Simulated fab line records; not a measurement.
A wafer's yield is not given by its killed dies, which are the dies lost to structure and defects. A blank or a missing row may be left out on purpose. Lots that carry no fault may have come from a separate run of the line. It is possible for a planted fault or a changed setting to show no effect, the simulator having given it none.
2 desks, one fault / flow gf180mcu / each desk holds nothing but its own numbers, with what lay behind them at the end

THE TOOL OWNER'S DESK: lithoTrack-03
At GF_CONTACT_SOFTBAKE_10 (time 60 s), the tool's own readings, given per lot that ran on this tool as the mean of the sampled wafers with a number. A lot is out of limits, marked OUT, if its mean lies more than 4 standard deviations from the usual mean; the brackets give that distance.
Columns: A = heaterPowerTotalW at GF_CONTACT_SOFTBAKE_10, usual 93.05 W; B = runLengthS at GF_CONTACT_SOFTBAKE_10, usual 88.81 s
lot=L517; first seen here=day 18 11:00; A=121.97 (+99 or more) OUT; B=54.04 (-99 or more) OUT
lot=L518; first seen here=day 19 06:00; A=107.47 (+99 or more) OUT; B=71.29 (-99 or more) OUT
lot=L529; first seen here=day 23 01:00; A=93.01; B=88.70
lot=L531; first seen here=day 23 14:00; A=92.99; B=88.69
This desk's finding: out of limits on L517, L518; first on L517, day 18 11:00 (heaterPowerTotalW at GF_CONTACT_SOFTBAKE_10). Within limits: L529, L531.

METROLOGY DESK
Means of the sampled wafers that have a number, per lot and without regard to the tool the lot ran on: this is what the gauges read. A lot is out of limits, marked OUT, if its mean lies more than 4 standard deviations from the usual mean; the brackets give that distance.
Columns: A = CONTACT_CVD_00_THK at GF_CONTACT_THK_MEAS_01, usual 300 nm; B = CONTACT_CVD_02_THK at GF_CONTACT_THK_MEAS_03, usual 863 nm; C = cdNm at GF_CONTACT_CD_MEAS_14, usual 220.4 nm
lot=L509; first seen here=day 15 07:46; A=298; B=853; C=220.2
lot=L510; first seen here=day 15 13:30; A=301; B=860; C=221.0
lot=L511; first seen here=day 15 23:54; A=299; B=862; C=223.1
lot=L513; first seen here=day 16 18:04; A=302; B=850; C=217.9
lot=L514; first seen here=day 17 04:26; A=303; B=858; C=218.2
lot=L517; first seen here=day 17 23:09; A=297; B=862; C=202.7 (-9.8) OUT
lot=L518; first seen here=day 18 18:10; A=300; B=876; C=211.8 (-4.8) OUT
lot=L525; first seen here=day 21 12:55; A=300; B=871; C=216.9
lot=L526; first seen here=day 21 16:35; A=298; B=856; C=221.1
lot=L528; first seen here=day 22 04:52; A=294; B=870; C=220.0
lot=L529; first seen here=day 22 13:54; A=297; B=869; C=219.7
lot=L530; first seen here=day 22 19:28; A=302; B=865; C=220.6
lot=L531; first seen here=day 23 02:32; A=295; B=869; C=219.4
lot=L532; first seen here=day 23 15:11; A=301; B=854; C=220.9
This desk's finding: out of limits on L517, L518; first on L517, day 18 23:27 (cdNm at GF_CONTACT_CD_MEAS_14). Within limits: L509, L510, L511, L513, L514, L525, L526, L528, L529, L530, L531, L532.

TAKEN TOGETHER
At day 18 11:00, on L517, L518, the tool owner's desk was in a position to raise an alarm.
The metrology desk could have raised an alarm at day 18 23:27, on L517, L518.
All the named lots went through GF_CONTACT_SOFTBAKE_10 on lithoTrack-03.

WHAT HAD BEEN PUT IN BY THE SIMULATOR
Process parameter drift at GF_CONTACT_SOFTBAKE_10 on lithoTrack-03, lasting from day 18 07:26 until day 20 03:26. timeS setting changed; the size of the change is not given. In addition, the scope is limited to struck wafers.
Lots struck among those shown: L517, L518.
Hours from the fault's start to each desk's first reading out of limits: the tool owner's desk, 4; the metrology desk, 16.
